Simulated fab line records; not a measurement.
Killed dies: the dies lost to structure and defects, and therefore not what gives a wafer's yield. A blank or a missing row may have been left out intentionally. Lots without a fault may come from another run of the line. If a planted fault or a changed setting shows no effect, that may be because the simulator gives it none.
Chamber matching :: flow gf180mcu :: 4 sister chambers for GF_V3_CMP_26 on cmp-01
The step polishes, stops on SiO2, t overpolish 15 s, target thk 0 nm. 8 wafers are shown with their chamber, then 8 later ones without.

WAFERS, EACH WITH ITS CHAMBER
wafer: L865.1
chamber: 0
motor_current_A (A): 11.4
overpolish_run_s (s): 15.003

wafer: L866.3
chamber: 0
motor_current_A (A): 11.9
overpolish_run_s (s): 14.983

wafer: L876.1
chamber: 3
motor_current_A (A): 13.2
overpolish_run_s (s): 14.997

wafer: L876.4
chamber: 1
motor_current_A (A): 12.2
overpolish_run_s (s): 15.001

wafer: L877.2
chamber: 1
motor_current_A (A): 11.9
overpolish_run_s (s): 14.996

wafer: L877.4
chamber: 2
motor_current_A (A): 9.4
overpolish_run_s (s): 15.024

wafer: L877.6
chamber: 3
motor_current_A (A): 13.0
overpolish_run_s (s): 15.013

wafer: L878.2
chamber: 2
motor_current_A (A): 10.1
overpolish_run_s (s): 14.991

WAFERS WHOSE CHAMBER IS MISSING
wafer: L878.3
motor_current_A (A): 12.2
overpolish_run_s (s): 15.018

wafer: L878.4
motor_current_A (A): 12.9
overpolish_run_s (s): 14.997

wafer: L883.1
motor_current_A (A): 11.2
overpolish_run_s (s): 15.006

wafer: L883.5
motor_current_A (A): 12.3
overpolish_run_s (s): 15.002

wafer: L883.6
motor_current_A (A): 10.2
overpolish_run_s (s): 14.996

wafer: L884.1
motor_current_A (A): 13.1
overpolish_run_s (s): 14.990

wafer: L884.3
motor_current_A (A): 12.0
overpolish_run_s (s): 15.008

wafer: L884.4
motor_current_A (A): 11.9
overpolish_run_s (s): 14.998

WHICH CHAMBER EACH WENT THROUGH
wafer: L878.3
from the rows above: can't be placed: 1 or 0 or 3
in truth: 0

wafer: L878.4
from the rows above: can't be placed: 3 or 1
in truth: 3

wafer: L883.1
from the rows above: can't be placed: 0 or 1
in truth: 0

wafer: L883.5
from the rows above: can't be placed: 1 or 0 or 3
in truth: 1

wafer: L883.6
from the rows above: 2
in truth: 2

wafer: L884.1
from the rows above: 3
in truth: 3

wafer: L884.3
from the rows above: can't be placed: 1 or 0
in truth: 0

wafer: L884.4
from the rows above: can't be placed: 1 or 0
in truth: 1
Correct placement for 2 of the 8. Can't be placed from these rows: 6 (the true chamber is among the candidates in 6). 0 placed wrongly.
How it was worked out, from the rows above alone: a wafer's distance from a chamber is the root of the sum, over the readings, of the square of ((its reading less the chamber's mean) divided by the reading's scatter). The wafer belongs to the nearest chamber; if the next one is less than 2 further off, it can't be placed. For every chamber, the mean is computed from those of its wafers that are shown. The scatter: take each reading less its chamber's mean, square it, sum over the shown wafers, divide by the number of wafers less the number of chambers, and take the root.
